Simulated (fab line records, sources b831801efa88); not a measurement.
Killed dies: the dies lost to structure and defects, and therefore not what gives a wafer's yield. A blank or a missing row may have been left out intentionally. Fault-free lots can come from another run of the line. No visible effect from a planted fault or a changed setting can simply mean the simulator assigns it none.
Problem report in the 8D (eight disciplines) form, filled by code ; flow sky130 ; the parts of the form that need people (team, actions taken, sign-off) are left out

1. THE PROBLEM
METAL1_ALCU_RS at SKY_METAL1_RS_MEAS_05 reads a mean of 0.1814 ohm/sq on 1 wafer of 1 lot; wafers without a fault read 0.1261 ohm/sq with a standard deviation of 0.0017. Measured from the usual mean, that is +33 standard deviations.
The step: measures by four-point-probe.
Earliest sighting: wafer L512.5 on film metro-02 at day 35 04:43. Wafers with a number at this step in the record: 30, from 10 lots. Rule for "out" (also "out of limits"): further than 4 standard deviations from the usual mean. The rest of the wafers with a number are treated as sound.

2. WHAT IT IS, WHAT IT ISN'T
question;is;is not
which readings at this step;METAL1_ALCU_RS;-
which lots;L512;L504, L505, L506, L510, L513, L518, L519, L522, L526
which wafers of those lots;L512.5;L512.3, L512.4
read on which gauges;film metro-02;film metro-01, film metro-04
when;from day 35 04:43;"up to then (17 sound wafers); but 12 sound wafers of L518, L519, L522, L526 came after"

3. THE SUSPECTS, EACH WITH WHAT RULES IT OUT
Counting: a tool at a process step up to the reading stays a suspect if it ran every lot that is out. Sound lots after the first of them don't rule it out here, since some wafers of a struck lot are sound.
- the gauge at SKY_METAL1_RS_MEAS_05: ruled out. All the wafers that are out were read on film metro-02, but those of them that SKY_METAL1_METAL_ETCH_19 has rows for are out there too, on other tools.
- rie metal-01 at SKY_LOCAL_INTERCONNECT_METAL_ETCH_14 (etches TiN in Cl2/BCl3, stops on PSG, target depth 110 nm, time 31.4 s): kept. The lot that is out, L512, ran on it at day 33 23:13; the last sound lot it ran before that was L513, at day 33 18:34.
- pvd sputter-03 at SKY_METAL1_SPUTTER_02 (material AlCu, target thk 250 nm, time 13.3 s): kept. The lot that is out, L512, ran on it at day 35 04:34; the last sound lot it ran before that was L513, at day 34 23:28.
- pvd sputter-03 at SKY_METAL1_SPUTTER_04 (material TiN, target thk 70 nm, time 58.3 s): kept. The lot that is out, L512, ran on it at day 35 04:37; the last sound lot it ran before that was L513, at day 34 23:30.
Still standing after the count: rie metal-01 at SKY_LOCAL_INTERCONNECT_METAL_ETCH_14, pvd sputter-03 at SKY_METAL1_SPUTTER_02, pvd sputter-03 at SKY_METAL1_SPUTTER_04.

4. THE CAUSE (what the simulator had put in)
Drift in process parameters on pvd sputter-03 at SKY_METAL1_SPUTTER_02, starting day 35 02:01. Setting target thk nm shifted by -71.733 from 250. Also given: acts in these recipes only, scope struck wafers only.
Of the 3 suspects that counting leaves, this tool is one.

5. THE EFFECT CHAIN, in route order
One row per reading whose mean, taken over the struck wafers that have a number, lies over 3 standard deviations from the usual. Only readings whose record carries a usual standard deviation are examined. hours: median over the lots of the time between each lot's start at the first step of this table that gives one and its start at this step. sigmas: the change, counted in usual standard deviations.
hours;step;reading;usual;on struck wafers;change;sigmas
0;SKY_METAL1_RS_MEAS_05;METAL1_ALCU_RS;0.1261 ohm/sq;0.1814;+0.0553;+33
0;SKY_METAL1_THK_MEAS_06;METAL1_ALCU_THK;250 nm;176;-74;-21
27;SKY_METAL1_METAL_ETCH_19;oes product au;0.855 a.u.;0.786;-0.069;-11
Process steps it contains:
- SKY_METAL1_METAL_ETCH_19: etches the open film in Cl2/BCl3, stops on SiO2, target depth 360 nm, time 78 s.

6. WHAT WOULD HAVE CAUGHT IT SOONER
The first out-of-limits reading at a measuring or inspecting step in this record came at day 35 04:43, 3 hours after the fault's start at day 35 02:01.
Tool readings at SKY_METAL1_SPUTTER_02 with a usual standard deviation given in the record: none out on any struck wafer, hence no alarm at a limit of 4 standard deviations on them.
The start of SKY_METAL1_SPUTTER_02 on pvd sputter-03 came by day 35 04:43 for every one of the lots that are out (1). None of them would have been spared by holding the tool at that moment.
